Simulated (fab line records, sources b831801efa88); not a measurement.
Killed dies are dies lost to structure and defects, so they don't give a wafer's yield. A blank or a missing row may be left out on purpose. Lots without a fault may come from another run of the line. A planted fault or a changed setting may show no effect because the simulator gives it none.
fab line records | flow gf180mcu
record lots=5 wafers=15 last_day=34
route steps=602 shown M5@538 V5@540 TOP_METAL@567
lots that met no fault: from a run of the same line without faults
start_h: hours from the record's first day to the start of the lot's first wafer shown | wait_h: hours since the lot's step before | " the same as in the row above | L1.1+2: a row that stands for several wafers | - no value, or no start given | * or withheld: withheld | < > ~ a bound
route shown NAME@n: a module of which the file shows steps, and the number in the route of the first | usual: mean/standard deviation of fault-free wafers | same: alike in all rows | chamber/n: place in a boat | sites: the reading at each site | _std_site: their standard deviation | _edge_site: outer sites' mean less inner sites' | radius_mm: how far each site lies from the wafer's centre | mask NAME#n: copy n | behind: the tool/chamber that last shaped the wafer | hold: why the lot was held/for how many hours/how that ended | device: the transistor (n, p or np) that didn't switch | end of line: the same wafers' tests at the end of the route | a step without rows: its recipe alone | killed: dies lost to structure and defects at the first sort, not the wafer's yield | map: a wafer's dies, x killed, . not, _ none there
set.NAME: the setting as run; set.NAME@STEP: as run at that earlier step | model.NAME: the simulator's own value behind a step, which no gauge read
lots at some steps of the route; a table a step, a row a wafer
services: from which hour (start_h, from the record's first day; less than 0 if before it) a tool's chamber was out of use, for how many hours, and why
## steps
# step GF_M5_STRIP_12
# recipe chemistry=post_etch_residue_remover time_s=1200 temp_c=72.5
# columns lot.wafer tool chamber start_h wait_h
L074.2+3+6 wet_bench-02 1 605.90 0.1
L080.2+3+4 wet_bench-01 2 657.30 0.1
L081.3+4+6 wet_bench-01 1 664.51 0.0
L087.2+3+6 wet_bench-01 2 703.25 0.1
L095.2+5+6 wet_bench-03 1 757.55 0.1
# step GF_M5_CLEAN_13
# recipe chemistry=DIW dry=n2_spin
# columns lot.wafer tool chamber start_h wait_h
L074.2+3+6 wet_bench-01 0 606.31 0.0
L080.2+3+4 wet_bench-03 0 657.71 0.0
L081.3+4+6 wet_bench-02 0 664.85 0.0
L087.2+3+6 wet_bench-02 2 703.59 0.0
L095.2+5+6 wet_bench-01 1 757.89 0.0
# step GF_V5_CVD_00
# recipe material=SiO2 target_thk_nm=300 sigma_open_frac=0.3 temp_c=400 time_s=50 sih4_flow_sccm=60 pressure_mtorr=6
# columns lot.wafer tool chamber start_h wait_h
L074.2+3+6 hdpcvd-01 2,1,0 606.40 0.0
L080.2+3+4 hdpcvd-02 1,2,0 657.81 0.0
L081.3+4+6 hdpcvd-02 1,0,2 664.94 0.0
L087.2+3+6 hdpcvd-02 1,0,2 703.69 0.0
L095.2+5+6 hdpcvd-01 0,0,2 757.98 0.0
# step GF_V5_THK_MEAS_01
# recipe reads=SiO2_of_V5_CVD_00
# usual V5_CVD_00_THK=299.9/3
# columns lot.wafer tool chamber start_h wait_h V5_CVD_00_THK[nm]
L074.2 film_metro-02 - 606.46 0.0 296.3
L074.3 " - " " 296.3
L074.6 " - " " 297.4
L080.2 film_metro-03 - 657.86 0.0 298.0
L080.3 " - " " 296.6
L080.4 " - " " 301.2
L081.3 film_metro-03 - 665.01 0.0 296.3
L081.4 " - " " 308.8
L081.6 " - " " 297.4
L087.2 film_metro-03 - 703.74 0.0 300.3
L087.3 " - " " 302.8
L087.6 " - " " 303.6
L095.2 film_metro-04 - 758.04 0.0 291.5
L095.5 " - " " 297.8
L095.6 " - " " 300.0
# step GF_V5_CVD_02
# recipe material=SiO2 target_thk_nm=1450 precursor=TEOS temp_c=400 time_s=163.28 rf_w=600
# usual heater_power_w=714/88
# columns lot.wafer tool chamber start_h wait_h heater_power_w
L074.2 pecvd-02 1 606.51 0.0 603
L074.3 " 0 " " 739
L074.6 " 0 " " 783
L080.2 pecvd-01 2 657.91 0.0 699
L080.3 " 1 " " 702
L080.4 " 2 " " 575
L081.3 pecvd-03 0 665.05 0.0 702
L081.4 " 1 " " 871
L081.6 " 2 " " 668
L087.2 pecvd-01 0 703.79 0.0 890
L087.3 " 1 " " 723
L087.6 " 0 " " 705
L095.2 pecvd-01 0 758.09 0.0 866
L095.5 " 1 " " 767
L095.6 " 2 " " 582
# step GF_V5_THK_MEAS_03
# recipe reads=SiO2_of_V5_CVD_02
# usual V5_CVD_02_THK=1455/18
# columns lot.wafer tool chamber start_h wait_h V5_CVD_02_THK[nm]
L074.2 film_metro-02 - 606.62 0.1 1430
L074.3 " - " " 1435
L074.6 " - " " 1490
L080.2 film_metro-03 - 658.03 0.1 1436
L080.3 " - " " 1427
L080.4 " - " " 1464
L081.3 film_metro-03 - 665.18 0.1 1436
L081.4 " - " " 1452
L081.6 " - " " 1457
L087.2 film_metro-02 - 703.91 0.1 1449
L087.3 " - " " 1448
L087.6 " - " " 1465
L095.2 film_metro-03 - 758.21 0.1 1446
L095.5 " - " " 1456
L095.6 " - " " 1451
# step GF_V5_CMP_04
# recipe material=SiO2 down_force_psi=4 platen_rpm=60 pad_velocity_m_s=0.94248
# usual motor_current_A=11.2/0.66 slurry_filter_dp_kPa=13.50/0.13
# columns lot.wafer tool chamber start_h wait_h motor_current_A slurry_filter_dp_kPa
L074.3 cmp-02 2 606.67 0.0 11.7 13.58
L074.2 " 0 " " 10.5 13.33
L074.6 " 2 " " 12.0 13.62
L080.2 cmp-01 2 658.22 0.2 11.2 13.37
L080.3 " 0 " " 10.6 13.48
L080.4 " 1 " " 11.4 13.46
L081.4 cmp-01 0 665.47 0.3 10.4 13.42
L081.3 " 1 " " 11.4 13.46
L081.6 " 1 " " 11.3 13.45
L087.2 cmp-02 2 704.06 0.1 12.8 13.06
L087.3 " 3 " " 11.9 13.70
L087.6 " 1 " " 10.8 13.67
L095.2 cmp-02 3 758.26 0.0 12.1 13.58
L095.6 " 3 " " 12.1 13.56
L095.5 " 0 " " 11.0 13.51
# step GF_V5_BOW_MEAS_05
# recipe mode=bow
# usual V5_BOW=131/10
# columns lot.wafer tool chamber start_h wait_h V5_BOW[um]
L074.2 film_metro-04 - 606.99 0.2 122
L074.3 " - " " 140
L074.6 " - " " 129
L080.2 film_metro-04 - 658.54 0.3 144
L080.3 " - " " 127
L080.4 " - " " 145
L081.3 film_metro-04 - 665.81 0.2 129
L081.4 " - " " 124
L081.6 " - " " 115
L087.2 film_metro-04 - 704.28 0.2 132
L087.3 " - " " 141
L087.6 " - " " 148
L095.2 film_metro-04 - 758.58 0.3 114
L095.5 " - " " 115
L095.6 " - " " 120
# step GF_V5_DEHYDRATE_06
# recipe temp_c=200 time_s=60
# usual chill_plate_temp_C=22.99/0.12
# columns lot.wafer tool chamber start_h wait_h chill_plate_temp_C
L074.2 litho_track-04 0 617.04 10.0 22.80
L074.3 " 0 " " 22.85
L074.6 " 0 " " 23.04
L080.2 litho_track-04 0 667.24 8.7 22.97
L080.3 " 0 " " 23.10
L080.4 " 0 " " 23.10
L081.3 litho_track-04 0 675.16 9.3 22.99
L081.4 " 0 " " 22.93
L081.6 " 0 " " 22.88
L087.2 litho_track-02 0 712.89 8.6 23.40
L087.3 " 0 " " 23.28
L087.6 " 0 " " 23.35
L095.2 litho_track-01 0 766.14 7.5 23.01
L095.5 " 0 " " 22.96
L095.6 " 0 " " 22.92
# step GF_V5_HMDS_07
# recipe prime_time_s=60 prime_temp_c=120
# usual chill_plate_temp_C=22.99/0.11
# columns lot.wafer tool chamber start_h wait_h chill_plate_temp_C
L074.2 litho_track-04 0 617.19 0.1 23.15
L074.3 " 0 " " 23.07
L074.6 " 0 " " 23.13
L080.2 litho_track-04 0 667.39 0.1 22.98
L080.3 " 0 " " 23.13
L080.4 " 0 " " 23.05
L081.3 litho_track-04 0 675.31 0.1 22.95
L081.4 " 0 " " 22.94
L081.6 " 0 " " 22.86
L087.2 litho_track-02 0 713.04 0.1 22.99
L087.3 " 0 " " 23.04
L087.6 " 0 " " 22.98
L095.2 litho_track-01 0 766.29 0.1 22.87
L095.5 " 0 " " 22.91
L095.6 " 0 " " 22.83
# step GF_V5_COAT_08
# recipe resist=BARC temp_c=withheld time_s=withheld spin_rpm=withheld resist_thk_nm=withheld
# usual chill_plate_temp_C=*
# columns lot.wafer tool chamber start_h wait_h chill_plate_temp_C
L074.2 litho_track-04 0 617.34 0.1 *
L074.3 " 0 " " *
L074.6 " 0 " " *
L080.2 litho_track-04 0 667.54 0.1 *
L080.3 " 0 " " *
L080.4 " 0 " " *
L081.3 litho_track-04 0 675.46 0.1 *
L081.4 " 0 " " *
L081.6 " 0 " " *
L087.2 litho_track-02 0 713.19 0.1 *
L087.3 " 0 " " *
L087.6 " 0 " " *
L095.2 litho_track-01 0 766.44 0.1 *
L095.5 " 0 " " *
L095.6 " 0 " " *
# step GF_V5_COAT_09
# recipe resist=KrF spin_rpm=withheld resist_thk_nm=1000
# usual chill_plate_temp_C=23.00/0.1
# columns lot.wafer tool chamber start_h wait_h chill_plate_temp_C
L074.2 litho_track-04 0 - - 23.03
L074.3 " 0 " " 22.84
L074.6 " 0 " " 23.03
L080.2 litho_track-04 0 - - 23.10
L080.3 " 0 " " 23.13
L080.4 " 0 " " 23.21
L081.3 litho_track-04 0 - - 23.10
L081.4 " 0 " " 23.08
L081.6 " 0 " " 23.01
L087.2 litho_track-02 0 - - 22.86
L087.3 " 0 " " 22.96
L087.6 " 0 " " 22.98
L095.2 litho_track-01 0 - - 23.13
L095.5 " 0 " " 23.06
L095.6 " 0 " " 23.15
# step GF_V5_SOFTBAKE_10
# recipe temp_c=130 time_s=60 resist=KrF
# usual chill_plate_temp_C=22.99/0.12
# columns lot.wafer tool chamber start_h wait_h chill_plate_temp_C
L074.2 litho_track-04 0 - - 23.07
L074.3 " 0 " " 22.90
L074.6 " 0 " " 23.01
L080.2 litho_track-04 0 - - 22.96
L080.3 " 0 " " 22.89
L080.4 " 0 " " 23.07
L081.3 litho_track-04 0 - - 23.10
L081.4 " 0 " " 22.95
L081.6 " 0 " " 23.20
L087.2 litho_track-02 0 - - 23.02
L087.3 " 0 " " 23.02
L087.6 " 0 " " 23.08
L095.2 litho_track-01 0 - - 22.87
L095.5 " 0 " " 22.98
L095.6 " 0 " " 23.07
# step GF_V5_EXPOSE_11
# recipe mask_id=Via5 target_cd_nm=260 na=0.68 source_shape=conventional sigma_outer=0.6 dose_mj=38
# usual focus_offset_nm=0.0/0.52 reticle_temp_C=23.01/0.1
# same sigma_outer=0.6
# columns lot.wafer tool chamber start_h wait_h mask focus_offset_nm reticle_temp_C
L074.2 krf_scanner-02 0 - - Via5#0 0.2 23.05
L074.3 " 0 " " Via5#0 0.1 23.00
L074.6 " 0 " " Via5#0 0.3 22.88
L080.2 krf_scanner-01 0 - - Via5#0 1.0 23.03
L080.3 " 0 " " Via5#0 0.6 23.06
L080.4 " 0 " " Via5#0 0.8 23.00
L081.3 krf_scanner-02 0 - - Via5#0 -0.9 23.08
L081.4 " 0 " " Via5#0 -0.9 22.98
L081.6 " 0 " " Via5#0 -0.9 22.89
L087.2 krf_scanner-01 0 - - Via5#0 -0.9 23.01
L087.3 " 0 " " Via5#0 -0.4 22.98
L087.6 " 0 " " Via5#0 0.5 22.99
L095.2 krf_scanner-02 0 - - Via5#0 0.3 22.99
L095.5 " 0 " " Via5#0 0.3 22.98
L095.6 " 0 " " Via5#0 0.2 22.80
# step GF_V5_PEB_12
# recipe peb_temp_c=134.5 peb_time_s=90 resist=KrF
# usual chill_plate_temp_C=23.00/0.09
# columns lot.wafer tool chamber start_h wait_h chill_plate_temp_C
L074.2 litho_track-04 0 - - 22.97
L074.3 " 0 " " 23.06
L074.6 " 0 " " 23.09
L080.2 litho_track-04 0 - - 23.14
L080.3 " 0 " " 23.09
L080.4 " 0 " " 23.00
L081.3 litho_track-04 0 - - 23.01
L081.4 " 0 " " 23.04
L081.6 " 0 " " 23.08
L087.2 litho_track-04 0 - - 23.12
L087.3 " 0 " " 23.16
L087.6 " 0 " " 23.04
L095.2 litho_track-02 0 - - 23.11
L095.5 " 0 " " 23.05
L095.6 " 0 " " 23.07
# step GF_V5_DEVELOP_13
# recipe develop_time_s=60 resist=KrF dev_temp_c=21
# usual chill_plate_temp_C=23.01/0.1
# same develop_time_s=60
# columns lot.wafer tool chamber start_h wait_h chill_plate_temp_C
L074.2 litho_track-04 0 627.84 0.2 22.97
L074.3 " 0 " " 23.01
L074.6 " 0 " " 23.03
L080.2 litho_track-04 0 677.49 0.2 23.06
L080.3 " 0 " " 23.06
L080.4 " 0 " " 23.18
L081.3 litho_track-04 0 685.26 0.1 23.08
L081.4 " 0 " " 23.00
L081.6 " 0 " " 22.97
L087.2 litho_track-04 0 722.34 0.2 23.04
L087.3 " 0 " " 23.19
L087.6 " 0 " " 23.17
L095.2 litho_track-02 0 773.84 0.2 23.01
L095.5 " 0 " " 23.23
L095.6 " 0 " " 22.98
# step GF_V5_CD_MEAS_14
# recipe target_cd_nm=260
# usual cd_nm=260.1/1.2
# columns lot.wafer tool chamber start_h wait_h cd_nm
L074.2 cd_sem-01 - 627.98 0.1 261.9
L074.3 " - " " 261.9
L074.6 " - " " 261.3
L080.2 cd_sem-02 - 677.63 0.1 261.4
L080.3 " - " " 261.2
L080.4 " - " " 261.4
L081.3 cd_sem-01 - 685.40 0.1 259.5
L081.4 " - " " 257.7
L081.6 " - " " 259.6
L087.2 cd_sem-01 - 722.48 0.1 258.7
L087.3 " - " " 259.3
L087.6 " - " " 258.6
L095.2 cd_sem-02 - 773.98 0.1 260.6
L095.5 " - " " 260.5
L095.6 " - " " 260.7
# step GF_V5_OVL_MEAS_15
# usual V5_OVL=3/4.5
# columns lot.wafer tool chamber start_h wait_h V5_OVL[nm]
L074.2 overlay-02 - 628.09 0.1 1
L074.3 " - " " 2
L074.6 " - " " -3
L080.2 overlay-01 - 677.74 0.1 12
L080.3 " - " " 7
L080.4 " - " " 11
L081.3 overlay-02 - 685.49 0.1 -3
L081.4 " - " " 1
L081.6 " - " " -2
L087.2 overlay-02 - 722.59 0.1 -3
L087.3 " - " " 2
L087.6 " - " " 2
L095.2 overlay-02 - 774.09 0.1 1
L095.5 " - " " -7
L095.6 " - " " 1
# step GF_V5_ETCH_16
# recipe chemistry=N2/H2 target_depth_a=withheld overetch_a=withheld time_s=withheld target=BARC ion_energy_ev=200 source_w=500 bias_w=100 pressure_mtorr=30 n2_flow_sccm=100 h2_flow_sccm=200
# usual drypump_motor_current_A=5.9/0.51 oes_product_au=0.855/0.0051 throttle_valve_pct=13.226/0.0095
# columns lot.wafer tool chamber start_h wait_h drypump_motor_current_A oes_product_au throttle_valve_pct
L074.2 rie_diel-01 3 628.12 0.0 6.4 0.854 13.204
L074.3 " 3 " " 6.3 0.848 13.229
L074.6 " 3 " " 6.3 0.859 13.217
L080.2 rie_diel-03 2 677.77 0.0 6.6 0.847 13.216
L080.3 " 3 " " 6.1 0.847 13.210
L080.4 " 0 " " 6.3 0.858 13.209
L081.3 rie_diel-01 2 685.52 0.0 5.8 0.851 13.251
L081.4 " 1 " " 5.8 0.855 13.224
L081.6 " 1 " " 5.8 0.848 13.223
L087.2 rie_diel-02 3 722.62 0.0 4.8 0.858 13.233
L087.3 " 2 " " 5.1 0.857 13.232
L087.6 " 1 " " 5.7 0.857 13.223
L095.2 rie_diel-02 1 774.12 0.0 5.7 0.862 13.234
L095.5 " 3 " " 4.8 0.859 13.232
L095.6 " 2 " " 5.1 0.843 13.225
# step GF_V5_ETCH_17
# recipe chemistry=C4F8/O2/Ar mask_material=KrF target=SiO2 stop_on=TiN source_w=1500 bias_w=1200 pressure_mtorr=40 c4f8_flow_sccm=withheld O2_flow_sccm=6 Ar_flow_sccm=300 time_s=withheld target_depth_a=8550
# usual oes_product_au=0.859/0.0046
# columns lot.wafer tool chamber start_h wait_h oes_product_au
L074.2 rie_diel-01 3 - - 0.862
L074.3 " 3 " " 0.863
L074.6 " 3 " " 0.858
L080.2 rie_diel-03 2 - - 0.859
L080.3 " 3 " " 0.854
L080.4 " 0 " " 0.855
L081.3 rie_diel-01 2 - - 0.856
L081.4 " 1 " " 0.861
L081.6 " 1 " " 0.866
L087.2 rie_diel-02 3 - - 0.859
L087.3 " 2 " " 0.860
L087.6 " 1 " " 0.859
L095.2 rie_diel-02 1 - - 0.855
L095.5 " 3 " " 0.859
L095.6 " 2 " " 0.864
# step GF_V5_STRIP_18
# recipe chemistry=O2/N2 power_w=1400 pressure_mtorr=1500 platen_temp_c=250 o2_flow_sccm=3000 n2_flow_sccm=300 overash_fraction=0.5
# usual drypump_motor_current_A=5.8/0.48 heater_power_w=352/27 oes_product_au=0.570/0.0054
# columns lot.wafer tool chamber start_h wait_h drypump_motor_current_A heater_power_w oes_product_au rf_hours_counter_h
L074.2 plasma_asher-02 0 628.35 - 5.0 345 0.571 21
L074.3 " 0 " " 5.0 356 0.574 -
L074.6 " 1 " " 5.9 402 0.559 -
L080.2 plasma_asher-02 1 677.92 - 5.9 397 0.558 27
L080.3 " 0 " " 5.0 340 0.576 -
L080.4 " 1 " " 5.9 394 0.573 -
L081.3 plasma_asher-03 0 685.70 - 5.7 349 0.572 -
L081.4 " 1 " " 5.7 316 0.569 -
L081.6 " 0 " " 5.8 352 0.574 -
L087.2 plasma_asher-01 0 722.77 - 6.6 354 0.568 98
L087.3 " 1 " " 6.2 344 0.558 -
L087.6 " 0 " " 6.6 354 0.569 -
L095.2 plasma_asher-01 0 774.27 - 6.6 364 0.569 104
L095.5 " 1 " " 6.3 348 0.558 -
L095.6 " 0 " " 6.6 358 0.569 -
# step GF_V5_STRIP_19
# recipe chemistry=post_etch_residue_remover time_s=1200 temp_c=72.5
# columns lot.wafer tool chamber start_h wait_h
L074.2+3+6 wet_bench-01 1 628.45 0.1
L080.2+3+4 wet_bench-04 0 678.02 0.1
L081.3+4+6 wet_bench-01 3 685.77 0.0
L087.2+3+6 wet_bench-01 3 722.87 0.1
L095.2+5+6 wet_bench-02 0 774.37 0.1
# step GF_V5_CLEAN_20
# recipe chemistry=DIW dry=n2_spin
# columns lot.wafer tool chamber start_h wait_h
L074.2+3+6 wet_bench-04 1 628.79 0.0
L080.2+3+4 wet_bench-02 0 678.36 0.0
L081.3+4+6 wet_bench-04 0 686.14 0.0
L087.2+3+6 wet_bench-02 1 723.21 0.0
L095.2+5+6 wet_bench-02 3 774.74 0.0
# step GF_V5_SPUTTER_21
# recipe material=Ti target_thk_nm=15 chamber_pressure_pa=5 power_w=2500 substrate_temp_c=200 time_s=80.02
# usual throttle_valve_pct=30.1/0.77
# columns lot.wafer tool chamber start_h wait_h throttle_valve_pct
L074.2 pvd_sputter-01 - 628.89 0.0 30.3
L074.3 " - " " 31.1
L074.6 " - " " 29.9
L080.2 pvd_sputter-02 - 678.45 0.0 30.1
L080.3 " - " " 31.0
L080.4 " - " " 30.7
L081.3 pvd_sputter-04 - 686.23 0.0 29.7
L081.4 " - " " 30.4
L081.6 " - " " 30.4
L087.2 pvd_sputter-01 - 723.30 0.0 30.3
L087.3 " - " " 28.4
L087.6 " - " " 30.3
L095.2 pvd_sputter-01 - 774.84 0.0 28.1
L095.5 " - " " 31.5
L095.6 " - " " 28.4
# step GF_V5_SPUTTER_22
# recipe material=TiN target_thk_nm=10 chamber_pressure_pa=5 power_w=4000 time_s=40
# usual throttle_valve_pct=30.1/0.73
# columns lot.wafer tool chamber start_h wait_h throttle_valve_pct
L074.2 pvd_sputter-01 - 628.95 0.0 30.4
L074.3 " - " " 31.2
L074.6 " - " " 30.2
L080.2 pvd_sputter-02 - 678.51 0.0 29.6
L080.3 " - " " 30.7
L080.4 " - " " 30.9
L081.3 pvd_sputter-04 - 686.30 0.0 29.8
L081.4 " - " " 30.4
L081.6 " - " " 30.6
L087.2 pvd_sputter-01 - 723.37 0.0 30.3
L087.3 " - " " 28.6
L087.6 " - " " 30.2
L095.2 pvd_sputter-01 - 774.90 0.0 28.3
L095.5 " - " " 31.2
L095.6 " - " " 28.2
# step GF_V5_CVD_23
# recipe material=W target_thk_nm=350 time_s=104.9 temp_c=400 pressure_torr=40
# usual heater_power_w=925/100
# columns lot.wafer tool chamber start_h wait_h heater_power_w
L074.2 cvd_w-01 1 628.99 0.0 900
L074.3 " 1 " " 863
L074.6 " 1 " " 880
L080.2 cvd_w-02 0 678.55 0.0 854
L080.3 " 1 " " 864
L080.4 " 0 " " 844
L081.3 cvd_w-02 0 686.37 0.1 846
L081.4 " 1 " " 856
L081.6 " 1 " " 849
L087.2 cvd_w-02 1 723.41 0.0 857
L087.3 " 1 " " 830
L087.6 " 1 " " 868
L095.2 cvd_w-02 1 774.94 0.0 848
L095.5 " 0 " " 849
L095.6 " 1 " " 856
# step GF_V5_RS_MEAS_24
# recipe thk_meas_gauge=four-point-probe reads=W_of_V5_CVD_23+TiN_of_V5_SPUTTER_22+Ti_of_V5_SPUTTER_21
# usual V5_W_RS=0.329/0.0059
# columns lot.wafer tool chamber start_h wait_h V5_W_RS[ohm/sq]
L074.2 film_metro-03 - 629.12 0.1 0.316
L074.3 " - " " 0.317
L074.6 " - " " 0.318
L080.2 film_metro-03 - 678.69 0.1 0.322
L080.3 " - " " 0.329
L080.4 " - " " 0.328
L081.3 film_metro-04 - 686.49 0.1 0.332
L081.4 " - " " 0.341
L081.6 " - " " 0.335
L087.2 film_metro-04 - 723.55 0.1 0.335
L087.3 " - " " 0.330
L087.6 " - " " 0.336
L095.2 film_metro-03 - 775.08 0.1 0.332
L095.5 " - " " 0.328
L095.6 " - " " 0.335
# step GF_V5_THK_MEAS_25
# recipe thk_meas_gauge=xrf reads=W_of_V5_CVD_23
# usual V5_W_THK=349/8.1
# columns lot.wafer tool chamber start_h wait_h V5_W_THK[nm]
L074.2 film_metro-03 - 629.23 0.1 366
L074.3 " - " " 364
L074.6 " - " " 363
L080.2 film_metro-03 - 678.80 0.1 356
L080.3 " - " " 349
L080.4 " - " " 351
L081.3 film_metro-04 - 686.59 0.1 343
L081.4 " - " " 334
L081.6 " - " " 337
L087.2 film_metro-04 - 723.66 0.1 334
L087.3 " - " " 339
L087.6 " - " " 334
L095.2 film_metro-03 - 775.19 0.1 351
L095.5 " - " " 353
L095.6 " - " " 345
# step GF_V5_CMP_26
# recipe stop_on=SiO2 down_force_psi=3.5 platen_rpm=60 t_overpolish_s=15 target_thk_nm=0 pad_velocity_m_s=0.94248
# usual motor_current_A=10.4/0.59 overpolish_run_s=15.001/0.0096 slurry_filter_dp_kPa=13.49/0.14 time_to_endpoint_s=83/3.3
# columns lot.wafer tool chamber start_h wait_h motor_current_A overpolish_run_s slurry_filter_dp_kPa time_to_endpoint_s
L074.2 cmp-01 3 629.33 0.1 9.6 15.014 13.39 85
L074.3 " 0 " " 9.8 15.010 13.50 85
L074.6 " 2 " " 10.9 14.988 13.35 88
L080.2 cmp-01 3 678.90 0.1 9.5 15.009 13.48 81
L080.3 " 0 " " 9.6 15.002 13.60 83
L080.4 " 1 " " 10.8 15.005 13.63 85
L081.4 cmp-02 1 686.68 0.1 9.9 14.996 13.35 79
L081.3 " 2 " " 10.7 14.998 13.36 73
L081.6 " 1 " " 10.2 15.015 13.25 81
L087.2 cmp-02 0 723.76 0.1 10.4 15.018 13.52 79
L087.3 " 1 " " 10.5 15.011 13.36 79
L087.6 " 0 " " 10.1 15.003 13.48 83
L095.2 cmp-01 0 775.24 0.0 9.9 15.002 13.56 82
L095.5 " 0 " " 9.9 15.007 13.66 83
L095.6 " 1 " " 10.5 14.991 13.52 81
# step GF_TOP_METAL_SPUTTER_00
# recipe material=Ti target_thk_nm=37.5 arriving_ion_energy_ev=80 substrate_temp_c=200 chamber_pressure_pa=2 power_w=4000 time_s=150
# usual throttle_valve_pct=30.0/1.2
# columns lot.wafer tool chamber start_h wait_h throttle_valve_pct
L074.2 pvd_sputter-02 - 629.58 0.2 29.9
L074.3 " - " " 30.9
L074.6 " - " " 30.7
L080.2 pvd_sputter-02 - 679.15 0.2 31.1
L080.3 " - " " 30.5
L080.4 " - " " 29.9
L081.3 pvd_sputter-03 - 686.93 0.1 31.5
L081.4 " - " " 30.5
L081.6 " - " " 31.9
L087.2 pvd_sputter-03 - 724.06 0.2 27.6
L087.3 " - " " 31.9
L087.6 " - " " 31.9
L095.2 pvd_sputter-03 - 775.54 0.2 28.4
L095.5 " - " " 27.8
L095.6 " - " " 30.5
# step GF_TOP_METAL_SPUTTER_01
# recipe material=TiN target_thk_nm=30 power_w=6500 time_s=25 chamber_pressure_pa=0.4
# usual throttle_valve_pct=30.0/1.2
# columns lot.wafer tool chamber start_h wait_h throttle_valve_pct
L074.2 pvd_sputter-02 - 629.68 0.1 29.7
L074.3 " - " " 30.9
L074.6 " - " " 31.1
L080.2 pvd_sputter-02 - 679.25 0.1 30.8
L080.3 " - " " 30.6
L080.4 " - " " 30.1
L081.3 pvd_sputter-03 - 687.04 0.1 31.7
L081.4 " - " " 30.4
L081.6 " - " " 31.9
L087.2 pvd_sputter-03 - 724.16 0.1 27.5
L087.3 " - " " 32.0
L087.6 " - " " 32.0
L095.2 pvd_sputter-03 - 775.64 0.1 27.6
L095.5 " - " " 27.9
L095.6 " - " " 30.4
# step GF_TOP_METAL_SPUTTER_02
# recipe material=AlCu target_thk_nm=900 power_w=10600 chamber_pressure_pa=0.3 substrate_temp_c=250 gas=Ar time_s=47.82
# usual throttle_valve_pct=30.0/1.2
# columns lot.wafer tool chamber start_h wait_h throttle_valve_pct
L074.2 pvd_sputter-02 - 629.71 0.0 29.9
L074.3 " - " " 30.8
L074.6 " - " " 30.8
L080.2 pvd_sputter-02 - 679.28 0.0 31.1
L080.3 " - " " 30.4
L080.4 " - " " 29.7
L081.3 pvd_sputter-03 - 687.07 0.0 32.1
L081.4 " - " " 30.5
L081.6 " - " " 31.8
L087.2 pvd_sputter-03 - 724.19 0.0 27.6
L087.3 " - " " 31.9
L087.6 " - " " 32.0
L095.2 pvd_sputter-03 - 775.67 0.0 28.0
L095.5 " - " " 27.8
L095.6 " - " " 30.5
# step GF_TOP_METAL_SPUTTER_03
# recipe material=Ti target_thk_nm=5 substrate_temp_c=300 chamber_pressure_pa=0.3 power_w=3000 time_s=3.3
# usual throttle_valve_pct=30.0/1.2
# columns lot.wafer tool chamber start_h wait_h throttle_valve_pct
L074.2 pvd_sputter-02 - 629.75 0.0 29.8
L074.3 " - " " 30.9
L074.6 " - " " 30.9
L080.2 pvd_sputter-02 - 679.32 0.0 31.0
L080.3 " - " " 30.7
L080.4 " - " " 30.3
L081.3 pvd_sputter-03 - 687.12 0.0 31.6
L081.4 " - " " 30.5
L081.6 " - " " 31.7
L087.2 pvd_sputter-03 - 724.23 0.0 27.4
L087.3 " - " " 31.9
L087.6 " - " " 31.8
L095.2 pvd_sputter-03 - 775.71 0.0 27.8
L095.5 " - " " 27.8
L095.6 " - " " 30.4
# step GF_TOP_METAL_SPUTTER_04
# recipe material=TiN target_thk_nm=25 power_w=6500 time_s=20.8 chamber_pressure_pa=0.4
# usual throttle_valve_pct=30.0/1.3
# columns lot.wafer tool chamber start_h wait_h throttle_valve_pct
L074.2 pvd_sputter-02 - 629.77 0.0 29.7
L074.3 " - " " 30.9
L074.6 " - " " 31.0
L080.2 pvd_sputter-02 - 679.34 0.0 30.7
L080.3 " - " " 31.0
L080.4 " - " " 30.0
L081.3 pvd_sputter-03 - 687.14 0.0 31.8
L081.4 " - " " 30.5
L081.6 " - " " 31.9
L087.2 pvd_sputter-03 - 724.25 0.0 27.6
L087.3 " - " " 31.9
L087.6 " - " " 31.8
L095.2 pvd_sputter-03 - 775.73 0.0 27.7
L095.5 " - " " 27.9
L095.6 " - " " 30.4
# step GF_TOP_METAL_RS_MEAS_05
# recipe thk_meas_gauge=four-point-probe reads=TiN_of_TOP_METAL_SPUTTER_04+Ti_of_TOP_METAL_SPUTTER_03+AlCu_of_TOP_METAL_SPUTTER_02+TiN_of_TOP_METAL_SPUTTER_01+Ti_of_TOP_METAL_SPUTTER_00
# usual TOP_METAL_ALCU_RS=0.0327/0.00039
# columns lot.wafer tool chamber start_h wait_h TOP_METAL_ALCU_RS[ohm/sq]
L074.2 film_metro-01 - 629.82 0.0 0.0322
L074.3 " - " " 0.0317
L074.6 " - " " 0.0323
L080.2 film_metro-02 - 679.39 0.0 0.0325
L080.3 " - " " 0.0328
L080.4 " - " " 0.0326
L081.3 film_metro-04 - 687.21 0.1 0.0325
L081.4 " - " " 0.0329
L081.6 " - " " 0.0322
L087.2 film_metro-01 - 724.30 0.0 0.0329
L087.3 " - " " 0.0320
L087.6 " - " " 0.0325
L095.2 film_metro-01 - 775.78 0.0 0.0334
L095.5 " - " " 0.0337
L095.6 " - " " 0.0327
# step GF_TOP_METAL_THK_MEAS_06
# recipe thk_meas_gauge=xrf reads=AlCu_of_TOP_METAL_SPUTTER_02
# usual TOP_METAL_ALCU_THK=924/12
# columns lot.wafer tool chamber start_h wait_h TOP_METAL_ALCU_THK[nm]
L074.2 film_metro-01 - 629.93 0.1 937
L074.3 " - " " 957
L074.6 " - " " 939
L080.2 film_metro-02 - 679.50 0.1 932
L080.3 " - " " 925
L080.4 " - " " 929
L081.3 film_metro-04 - 687.31 0.1 922
L081.4 " - " " 912
L081.6 " - " " 933
L087.2 film_metro-01 - 724.41 0.1 923
L087.3 " - " " 942
L087.6 " - " " 932
L095.2 film_metro-01 - 775.89 0.1 906
L095.5 " - " " 898
L095.6 " - " " 926
## services
# columns tool chamber start_h hours kind
rie_diel-01 1 584.99 6.0 repair
cmp-02 - 596.40 0.5 repair
pvd_sputter-01 - 603.84 2.5 repair
cmp-01 - 609.72 3.2 repair
rie_diel-01 0 619.88 18.3 repair
pvd_sputter-01 - 629.59 5.7 repair
pvd_sputter-03 - 633.66 1.8 repair
cmp-02 - 634.82 4.8 repair
wet_bench-02 - 644.29 4.4 pm
pvd_sputter-01 - 644.40 3.5 repair
cmp-02 - 655.55 1.2 repair
cmp-02 - 656.87 8.8 pm
pvd_sputter-02 - 664.62 0.8 repair
pvd_sputter-03 - 665.61 1.4 repair
cmp-02 - 665.70 9.4 pm
pvd_sputter-01 - 668.77 8.6 repair
cmp-01 - 721.89 2.5 repair
cmp-02 - 733.38 1.0 repair
wet_bench-01 - 736.38 11.2 repair
cmp-02 - 744.53 4.0 pm
cmp-02 - 747.69 0.6 repair
cmp-01 - 749.47 5.1 pm
cmp-01 - 755.07 0.8 repair
cmp-01 - 771.12 1.6 repair
## key
fault none
